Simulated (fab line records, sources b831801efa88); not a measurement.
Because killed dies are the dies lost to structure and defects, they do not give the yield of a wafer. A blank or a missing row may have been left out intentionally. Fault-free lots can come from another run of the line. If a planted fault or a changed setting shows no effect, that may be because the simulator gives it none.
Chamber matching -- flow gf180mcu -- GF_PASSIVATION_ETCH_11 on rie_diel-01: 4 sister chambers
The step etches the open film in CF4/O2, stops on TiN, target depth 2040 nm, time 453.3 s. 8 wafers are shown with their chamber, then 8 later ones without.

== EACH WAFER AND ITS CHAMBER ==
wafer,chamber,drypump_motor_current_A (A),bias_w (W)
L081.4,3,5.72,149.8
L091.2,1,5.85,150.0
L091.4,2,6.04,149.8
L091.5,0,5.67,150.0
L092.1,1,5.84,150.3
L092.2,0,5.72,149.7
L092.3,3,5.73,149.9
L093.1,2,6.04,149.6

== WAFERS WHOSE CHAMBER IS MISSING ==
wafer,drypump_motor_current_A (A),bias_w (W)
L093.3,5.82,149.6
L093.6,6.03,149.2
L095.2,5.83,149.3
L095.3,5.72,148.7
L095.4,5.71,150.1
L097.4,5.72,149.5
L097.5,5.85,150.5
L097.6,5.70,150.0

== EACH ONE'S CHAMBER ==
wafer,from the rows above,in truth
L093.3,can't be placed: 1 or 3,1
L093.6,2,2
L095.2,can't be placed: 1 or 3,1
L095.3,can't be placed: 3 or 0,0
L095.4,can't be placed: 3 or 0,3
L097.4,can't be placed: 3 or 0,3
L097.5,1,1
L097.6,can't be placed: 0 or 3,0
Correctly placed: 2 of 8. Cannot be placed on the basis of these rows: 6; the candidates contain the true chamber in 6. 0 placed wrongly.
How it was worked out, from the rows above alone: a wafer's distance from a chamber is the root of the sum, over the readings, of the square of ((its reading less the chamber's mean) divided by the reading's scatter). The wafer belongs to the nearest chamber; if the next one is less than 2 further off, it can't be placed. The mean given for a chamber averages the wafers shown for that chamber. How the scatter is found: for the shown wafers, subtract from each reading the mean of its chamber, square and add these, divide the total by (wafers less chambers), then take the root.
